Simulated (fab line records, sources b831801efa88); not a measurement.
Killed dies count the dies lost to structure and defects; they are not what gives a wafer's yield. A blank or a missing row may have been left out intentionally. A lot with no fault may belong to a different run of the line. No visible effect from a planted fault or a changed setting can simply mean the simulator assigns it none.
Comparing a struck lot with a sound one ; flow sky130 ; 15 steps out of a route of 708
Sound: these wafers, L303.1, L303.2, L303.3. Struck: wafers L302.1, L302.2. (L302.5 of the same lot was not struck and is left out.) The cause comes at the end.
At each step with rows: each side's tool, then ch and its chambers, then its first start. Under that, the readings that differ: sound wafers ; struck wafers ; difference of the means ; sigmas: that difference in standard deviations of wafers without a fault.
alike: same words and numbers on both sides, and readings whose means sit less than 2 such deviations apart. not compared: any withheld reading, any reading some wafer has no value for, any bound like >300 that may hide the same value, and any number with overlapping values for which the record gives no deviation.
The two part at a step that has a row with sigmas, a row that says differs or no value, or rows on one side only. Numbers that don't overlap but have no deviation are shown without sigmas and don't part them. Lack of a reading on every wafer of one side parts them only where that side has two or more wafers.

SKY_PWDE_STRIP_09: strips in O2/N2.
  sound on plasma asher-03 ch 0,1, day 7 20:08; struck on plasma asher-03 ch 0,1, day 7 13:35
  alike: drypump motor current A, oes product au, strip time to endpoint s
  not compared: rf hours counter h
SKY_PWDE_TW_MEAS_10:
  sound: film metro-04 at day 7 20:14; struck: film metro-04 at day 7 13:41
  alike: PWDE_TW
then, 7 steps without rows for these wafers: SKY_NWELL_DEHYDRATE_03 (time 60 s); SKY_NWELL_HMDS_04 (prime time 60 s); SKY_NWELL_COAT_05 (resist thk 3000 nm); SKY_NWELL_SOFTBAKE_06; SKY_NWELL_EXPOSE_07 (exposes mask NWM, target cd 840 nm); SKY_NWELL_PEB_08; SKY_NWELL_DEVELOP_09 (develop time 60 s).
SKY_NWELL_OVL_MEAS_10:
  sound: overlay-02 at day 8 16:24; struck: overlay-01 at day 8 09:12
  alike: NWELL_00_OVL
then, 2 steps without rows for these wafers: SKY_NWELL_IMPLANT_11; SKY_NWELL_IMPLANT_12.
SKY_NWELL_IMPLANT_13:
  sound on implanter-03 ch 0, day 8 16:44; struck on implanter-04 ch 0, day 8 09:32
reading;sound;struck;difference;sigmas
beam on s (s);9.76 10.08 10.19;11.72 11.72;+1.71;+9
faraday current uA;4.04 3.93 3.87;3.38 3.36;-0.58;-7
  alike: end station pressure torr
SKY_NWELL_STRIP_14: strips in O2/N2.
  sound on plasma asher-03 ch 0,1, day 8 16:53; struck on plasma asher-02 ch 0,1, day 8 09:41
  alike: drypump motor current A, oes product au, strip time to endpoint s
  not compared: rf hours counter h
-- the record jumps here: 41 days lie between the struck wafers' starts before and after (it left off in module NWELL and takes up again in module PAD_OPEN, whose first step shown is number 708 of the route) --
SKY_PAD_OPEN_PROBE_99:
  sound: prober-02 at day 49 16:49; struck: prober-01 at day 49 12:31
reading;sound;struck;difference;sigmas
killed short;31 32 34;46 52;+17;+2
model.etest.pfet g5v0d10v5.off log10 a um;-12.28 -12.48 -12.45;-13.21 -13.14;-0.77;
model.etest.pfet_01v8_lvt.off log10 a um;-8.729 -8.868 -8.907;-9.262 -9.272;-0.432;
model.etest.pfet g5v0d10v5.vt sat v (V);-0.6263 -0.6314 -0.6281;-0.7104 -0.7029;-0.0781;
model.etest.pfet_16v.vt v (V);-1.09 -1.096 -1.09;-1.151 -1.148;-0.057;
model.etest.pfet g5v0d10v5.vt v (V);-0.8259 -0.8277 -0.824;-0.8902 -0.8857;-0.0621;
model.etest.pfet g5v0d10v5.vt long v (V);-0.9141 -0.9239 -0.9231;-0.9767 -0.9756;-0.0558;
model.etest.pfet_01v8_lvt.vt sat v (V);-0.4465 -0.4429 -0.4408;-0.4744 -0.4791;-0.0333;
model.etest.pfet_01v8_lvt.vt v (V);-0.5394 -0.5356 -0.5327;-0.5639 -0.5707;-0.0314;
  alike: killed_at_M0_to_M3, killed_at_M4_up, killed at contacts, killed at front end, killed at other, killed dies, killed open

WHERE THEY PART
Earliest at SKY_NWELL_IMPLANT_13; latest, in this record, at SKY_PAD_OPEN_PROBE_99.

WHY: what had been put in by the simulator
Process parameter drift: implanter-04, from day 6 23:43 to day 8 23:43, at SKY_NWELL_IMPLANT_13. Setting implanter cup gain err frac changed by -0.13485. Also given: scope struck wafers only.
